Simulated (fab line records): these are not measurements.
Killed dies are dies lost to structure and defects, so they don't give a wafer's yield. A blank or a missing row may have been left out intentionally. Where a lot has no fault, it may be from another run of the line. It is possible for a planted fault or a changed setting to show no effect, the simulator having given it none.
Chamber matching | flow sky130 | SKY_PASSIVATION_CVD_02 on pecvd-01 has 3 sister chambers
The step deposits Si3N4, target thk 540 nm. 30 wafers are shown with their chamber, then 12 later ones without.

## WAFERS WITH THEIR CHAMBER
wafer  | chamber | heater-power-w (W)
L074.3 | 2       | 740
L074.5 | 1       | 883
L074.6 | 2       | 768
L075.1 | 1       | 890
L075.2 | 2       | 651
L075.5 | 0       | 662
L076.2 | 1       | 933
L076.3 | 2       | 743
L076.5 | 1       | 739
L077.1 | 2       | 634
L077.4 | 1       | 910
L077.5 | 0       | 716
L078.1 | 0       | 683
L078.2 | 2       | 770
L078.3 | 1       | 840
L078.4 | 0       | 697
L078.5 | 2       | 762
L078.6 | 1       | 869
L079.1 | 1       | 850
L079.2 | 0       | 701
L079.6 | 1       | 884
L082.3 | 2       | 745
L082.5 | 1       | 809
L082.6 | 2       | 771
L084.2 | 2       | 700
L084.4 | 1       | 870
L084.6 | 0       | 585
L086.3 | 2       | 671
L086.4 | 1       | 849
L086.6 | 0       | 696

SIGNATURES (means of the wafers above)
reading        | chamber 0 | chamber 1 | chamber 2 | scatter within a chamber
heater-power-w | 677.14    | 860.50    | 723.18    | 49.1
Rule: for a wafer and a chamber, the distance is found by dividing, reading by reading, the gap between the wafer's reading and the chamber's mean by the reading's scatter, squaring, summing and taking the root. If the next closest chamber is less than 2 further off than the closest, the wafer can't be placed; otherwise it belongs to the closest. The scatter: the root of (the sum of the squares of (reading less its chamber's mean) over the shown wafers, divided by (wafers less chambers)).

## WAFERS MISSING THEIR CHAMBER
wafer  | heater-power-w (W)
L092.2 | 656
L092.5 | 669
L092.6 | 627
L091.1 | 596
L091.3 | 797
L091.4 | 686
L093.1 | 930
L093.2 | 726
L093.4 | 572
L096.3 | 647
L096.4 | 626
L096.5 | 754

## WHICH CHAMBER EACH ONE RAN IN
wafer  | from the rows above          | in truth
L092.2 | can't be placed: 0 or 2      | 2
L092.5 | can't be placed: 0 or 2      | 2
L092.6 | can't be placed: 0 or 2      | 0
L091.1 | can't be placed: 0 or 2      | 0
L091.3 | can't be placed: 1 or 2 or 0 | 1
L091.4 | can't be placed: 0 or 2      | 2
L093.1 | 1                            | 1
L093.2 | can't be placed: 2 or 0      | 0
L093.4 | can't be placed: 0 or 2      | 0
L096.3 | can't be placed: 0 or 2      | 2
L096.4 | can't be placed: 0 or 2      | 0
L096.5 | can't be placed: 2 or 0 or 1 | 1
Placed correctly: 1 of 12. Can't be placed from these rows: 11 (the true chamber is among the candidates in 11). Placed wrongly: 0.
